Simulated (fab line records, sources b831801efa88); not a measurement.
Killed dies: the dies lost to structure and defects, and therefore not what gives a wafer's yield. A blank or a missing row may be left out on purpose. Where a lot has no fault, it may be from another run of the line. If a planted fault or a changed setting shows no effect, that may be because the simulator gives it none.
Code-filled problem report in 8D (eight disciplines) form	flow gf180mcu	the parts of the form that need people (team, actions taken, sign-off) are left out

## 1. THE PROBLEM
LVPWELL_TW at GF_LVPWELL_TW_MEAS_11 reads a mean of 453 on 3 wafers of 1 lot; wafers without a fault read 553 with a standard deviation of 7. That is -14 standard deviations from the usual mean.
First observed at day 7 00:16: wafer L504.4, on film-metro-04. At this step, 39 wafers from 13 lots have a number in the record. Rule for "out", or "out of limits": more than 4 standard deviations from the usual mean. Any other wafer with a number is counted as sound.

## 2. WHAT IT IS; WHAT IT IS NOT
question	is	is not
which readings at this step	LVPWELL_TW	-
which lots	L504	L493, L494, L495, L496, L497, L500, L501, L509, L510, L512, L513, L514
which wafers of those lots	all that have a number	-
read on which gauges	film-metro-04	film-metro-01, film-metro-03
when	from day 7 00:16	up to then (21 sound wafers); but 15 sound wafers of L509, L510, L512, L513, L514 came after

## 3. WHAT RULES OUT EACH SUSPECT
Counting: any tool at a process step up to the reading is kept as a suspect provided that every lot that is out went through it and no sound lot did after the first of them.
- ruled out: the gauge at GF_LVPWELL_TW_MEAS_11. All the wafers that are out were read on film-metro-04, but those of them that GF_NWELL_STRIP_10 has rows for are out there too, on other tools.
- plasma-asher-02 at GF_NWELL_STRIP_10 (strips in O2/N2): ruled out as a lasting fault. The sound lots L514 went through it after L504, its earliest lot that is out (day 6 08:47).
- plasma-asher-02 at GF_LVPWELL_STRIP_10 (strips in O2/N2): ruled out as a lasting fault. The sound lots L510, L512 went through it after L504, its earliest lot that is out (day 7 00:11).
Left after counting: nothing in the record.

## 4. THE CAUSE (what the simulator had put in)
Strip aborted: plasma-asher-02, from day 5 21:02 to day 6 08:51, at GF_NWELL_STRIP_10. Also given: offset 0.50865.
Counting ruled it out, wrongly: the rule takes a fault to strike every lot that its tool runs from its start on, and this one did not.

## 5. THE CHAIN OF EFFECTS, in route order
One row per reading whose mean, taken over the struck wafers that have a number, lies over 3 standard deviations from the usual. Only readings whose record carries a usual standard deviation are examined. hours: median over the lots of the time between each lot's start at the first step of this table that gives one and its start at this step. sigmas: the change, counted in usual standard deviations.
hours	step	reading	usual	on struck wafers	change	sigmas
0	GF_NWELL_STRIP_10	oes-product-au	0.722 a.u.	0.962	+0.240	+52
15	GF_LVPWELL_STRIP_10	strip-time-to-endpoint-s	36.97 s	46.62	+9.65	+99 or more
15	GF_LVPWELL_TW_MEAS_11	LVPWELL_TW	553	453	-100	-14
Here are the process steps it includes:
- GF_NWELL_STRIP_10: strips in O2/N2.
- GF_LVPWELL_STRIP_10: strips in O2/N2.
Readings that are blank on the struck wafers while sound wafers have them: strip-time-to-endpoint-s at GF_NWELL_STRIP_10.
Later measuring or inspecting steps at which every struck wafer that the step has a row for has a number for every such reading, and none has moved that far: GF_MVSD_OVL_MEAS_07.

## 6. HOW IT WOULD HAVE BEEN CAUGHT EARLIER
Counted from the fault's start at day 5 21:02, it took 27 hours until the first out-of-limits reading at a measuring or inspecting step in this record, taken at day 7 00:16.
Tool's own readings at GF_NWELL_STRIP_10, oes-product-au: out on all struck wafers the step has rows for; an alarm limit on them would have tripped on the first.
